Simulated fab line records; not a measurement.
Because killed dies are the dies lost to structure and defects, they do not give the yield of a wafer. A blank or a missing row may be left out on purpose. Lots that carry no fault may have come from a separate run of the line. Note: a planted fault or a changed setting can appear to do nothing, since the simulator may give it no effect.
Which tool was responsible?	flow sky130	10 lots with 30 wafers sampled at 7 steps, on a route of 708 steps

== WHAT EACH GAUGE READ, for each wafer ==
SKY_LDD_HVP_OVL_MEAS_07. Usual: LDD_HVP_OVL 0.5 nm, standard deviation 1.5.
lot	measured	on	LDD_HVP_OVL (nm)	flag
L987	day 22 06:09	overlay-01	-1.4 0.9 -0.3	
L990	day 23 08:50	overlay-02	-1.9 -0.6 1.9	
L991	day 23 11:38	overlay-01	1.5 4.1 1.6	
L995	day 25 00:37	overlay-01	-0.2 -0.7 -0.3	
L996	day 25 08:44	overlay-02	-0.6 0.7 0.6	
L997	day 25 16:58	overlay-01	2.3 0.7 1.0	
L999	day 26 09:52	overlay-01	1.7 0.9 3.5	
L105	day 28 10:44	overlay-01	2.1 1.3 2.9	
L107	day 29 01:14	overlay-01	-0.2 -0.2 -0.9	
L108	day 29 06:54	overlay-02	-1.1 -0.3 -1.3	

SKY_SD_P_TW_MEAS_11. Usual: SD_P_TW 2823, standard deviation 19.
lot	measured	on	SD_P_TW	flag
L987	day 26 02:53	film_metro-02	2819 2813 2808	
L990	day 27 04:29	film_metro-04	2841 2842 2843	
L991	day 27 06:50	film_metro-02	2814 2827 2808	
L995	day 28 20:26	film_metro-04	2876 2865 2859	
L996	day 29 02:49	film_metro-03	2864 2876 2890	
L997	day 29 12:14	film_metro-03	2830 2836 2824	
L999	day 30 01:38	film_metro-02	2866 2862 2861	
L105	day 32 00:02	film_metro-02	2789 2804 2806	
L107	day 32 15:22	film_metro-02	2796 2803 2816	
L108	day 32 20:14	film_metro-03	2813 2822 2819	

SKY_SD_N_RS_MEAS_17: measurement is done with a four-point probe. Usual: SD_P_RS 147.5 ohm/sq, standard deviation 0.37.
lot	measured	on	SD_P_RS (ohm/sq)	flag
L987	day 28 13:20	film_metro-04	147.9 147.1 147.0	
L990	day 29 13:41	film_metro-03	147.8 147.7 147.5	
L991	day 29 18:01	film_metro-04	147.2 146.6 146.7	
L995	day 31 05:16	film_metro-02	147.6 147.7 147.3	
L996	day 31 10:41	film_metro-02	143.4 143.4 143.6	OFF
L997	day 31 20:31	film_metro-03	147.5 147.4 147.7	
L999	day 32 09:59	film_metro-02	143.4 143.1 143.2	OFF
L105	day 34 06:51	film_metro-03	147.9 147.8 147.7	
L107	day 34 21:32	film_metro-04	147.3 147.7 147.2	
L108	day 35 02:46	film_metro-03	147.0 146.9 146.9	

== TOOL THAT RAN EACH LOT (tool first, then ch and the chambers of the sampled wafers, then the start) ==
lot	SKY_LDD_HVN_STRIP_09	SKY_LDD_LDN_STRIP_12	SKY_SD_P_IMPLANT_09	SKY_SD_P_STRIP_10
L987	plasma_asher-03 ch 0,1, day 20 22:39	plasma_asher-02 ch 0,1, day 23 13:44	implanter-01 ch 0, day 26 02:40	plasma_asher-01 ch 0,1, day 26 02:48
L990	plasma_asher-04 ch 0,1, day 22 02:24	plasma_asher-03 ch 0,1, day 24 15:04	implanter-01 ch 0, day 27 04:14	plasma_asher-01 ch 0,1, day 27 04:23
L991	plasma_asher-03 ch 0,1, day 22 05:40	plasma_asher-02 ch 0,1, day 24 18:37	implanter-02 ch 0, day 27 06:36	plasma_asher-01 ch 0,1, day 27 06:44
L995	plasma_asher-04 ch 0,1, day 23 18:09	plasma_asher-02 ch 0,1, day 26 07:16	implanter-03 ch 0, day 28 20:13	plasma_asher-01 ch 0,1, day 28 20:20
L996	plasma_asher-03 ch 0,1, day 24 03:45	plasma_asher-03 ch 0,1, day 26 15:07	implanter-01 ch 0, day 29 02:34	plasma_asher-04 ch 0,1, day 29 02:43
L997	plasma_asher-03 ch 0,1, day 24 11:15	plasma_asher-03 ch 0,1, day 26 23:16	implanter-03 ch 0, day 29 12:01	plasma_asher-04 ch 0,1, day 29 12:08
L999	plasma_asher-04 ch 0,1, day 25 04:33	plasma_asher-03 ch 0,1, day 27 15:34	implanter-01 ch 0, day 30 01:25	plasma_asher-04 ch 0,1, day 30 01:32
L105	plasma_asher-03 ch 0,1, day 27 06:21	plasma_asher-03 ch 0,1, day 29 15:25	implanter-03 ch 0, day 31 23:49	plasma_asher-03 ch 0,1, day 31 23:56
L107	plasma_asher-04 ch 0,1, day 27 21:19	plasma_asher-01 ch 0,1, day 30 05:54	implanter-03 ch 0, day 32 15:07	plasma_asher-01 ch 0,1, day 32 15:16
L108	plasma_asher-04 ch 0,1, day 28 03:14	plasma_asher-03 ch 0,1, day 30 11:20	implanter-01 ch 0, day 32 20:01	plasma_asher-03 ch 0,1, day 32 20:09
- SKY_LDD_HVN_STRIP_09: strips in O2/N2.
- SKY_LDD_LDN_STRIP_12: strips in O2/N2.
- SKY_SD_P_IMPLANT_09
- SKY_SD_P_STRIP_10: strips in O2/N2.

== AS READ BY THE TOOLS THEMSELVES (means over the sampled wafers that have a number; for cases with no such wafer, the mark the record gives instead) ==
SKY_LDD_HVN_STRIP_09. Usual: drypump_motor_current_A 5.4 A, standard deviation 0.59; oes_product_au 0.408 a.u., standard deviation 0.0046; strip_time_to_endpoint_s 4.135 s, standard deviation 0.015.
lot	tool	drypump_motor_current_A (A)	oes_product_au (a.u.)	strip_time_to_endpoint_s (s)	flag
L987	plasma_asher-03	6.0	0.408	4.139	
L990	plasma_asher-04	5.3	0.411	4.139	
L991	plasma_asher-03	6.0	0.408	4.129	
L995	plasma_asher-04	5.3	0.409	4.141	
L996	plasma_asher-03	5.4	0.401	4.128	
L997	plasma_asher-03	6.0	0.409	4.142	
L999	plasma_asher-04	5.1	0.408	4.140	
L105	plasma_asher-03	5.4	0.405	4.127	
L107	plasma_asher-04	5.3	0.405	4.135	
L108	plasma_asher-04	5.1	0.406	4.115	

SKY_LDD_LDN_STRIP_12. Usual: drypump_motor_current_A 5.7 A, standard deviation 0.68; oes_product_au 0.715 a.u., standard deviation 0.0044; strip_time_to_endpoint_s 14.18 s, standard deviation 0.035.
lot	tool	drypump_motor_current_A (A)	oes_product_au (a.u.)	strip_time_to_endpoint_s (s)	flag
L987	plasma_asher-02	6.1	0.713	14.17	
L990	plasma_asher-03	6.0	0.718	14.16	
L991	plasma_asher-02	6.1	0.711	14.20	
L995	plasma_asher-02	6.2	0.711	14.16	
L996	plasma_asher-03	6.0	0.712	14.22	
L997	plasma_asher-03	5.4	0.718	14.25	
L999	plasma_asher-03	5.4	0.712	14.18	
L105	plasma_asher-03	5.5	0.716	14.22	
L107	plasma_asher-01	5.4	0.712	14.22	
L108	plasma_asher-03	5.4	0.718	14.16	

SKY_SD_P_IMPLANT_09. Usual: beam_energy_keV 19.999, standard deviation 0.0059.
lot	tool	beam_energy_keV	flag
L987	implanter-01	20.001	
L990	implanter-01	19.994	
L991	implanter-02	19.997	
L995	implanter-03	20.000	
L996	implanter-01	21.209	OFF
L997	implanter-03	20.001	
L999	implanter-01	21.207	OFF
L105	implanter-03	19.993	
L107	implanter-03	20.009	
L108	implanter-01	20.006	

SKY_SD_P_STRIP_10. Usual: drypump_motor_current_A 5.4 A, standard deviation 0.54; oes_product_au 0.618 a.u., standard deviation 0.0051; strip_time_to_endpoint_s 17.46 s, standard deviation 0.045.
lot	tool	drypump_motor_current_A (A)	oes_product_au (a.u.)	strip_time_to_endpoint_s (s)	flag
L987	plasma_asher-01	5.4	0.614	17.44	
L990	plasma_asher-01	5.4	0.618	17.50	
L991	plasma_asher-01	5.4	0.614	17.49	
L995	plasma_asher-01	5.1	0.621	17.49	
L996	plasma_asher-04	5.3	0.611	17.62	OFF
L997	plasma_asher-04	5.1	0.622	17.46	
L999	plasma_asher-04	5.3	0.616	17.65	OFF
L105	plasma_asher-03	5.5	0.620	17.45	
L107	plasma_asher-01	5.1	0.622	17.52	
L108	plasma_asher-03	6.0	0.615	17.46	

== THE ANSWER, worked out from the rows above alone ==
Rule: a lot counts as off when the mean over its wafers that have a number is more than 3 standard deviations away from the usual mean. Also off: a lot with no number at a reading for which 4 or more lots have one. Any other lot the step has rows for is counted as sound. The gauges are gone through in route order, then the tools' own readings, and for those a lot's mean is taken as printed above. At the first step where some lot is off, the reading lying furthest off is the one used; lots without a number count as furthest.
Off: at SKY_SD_N_RS_MEAS_17 (SD_P_RS), L996, L999.
A tool fits if, at a process step before that reading, it ran every lot that is off, and no sound lot after the first of them. Not tried: the gauges at SKY_SD_N_RS_MEAS_17; whatever is off there is also off at SKY_SD_P_IMPLANT_09, on other tools, and gauge error can't account for it. No candidate that was tried fits.

== WHAT HAD BEEN PUT IN BY THE SIMULATOR ==
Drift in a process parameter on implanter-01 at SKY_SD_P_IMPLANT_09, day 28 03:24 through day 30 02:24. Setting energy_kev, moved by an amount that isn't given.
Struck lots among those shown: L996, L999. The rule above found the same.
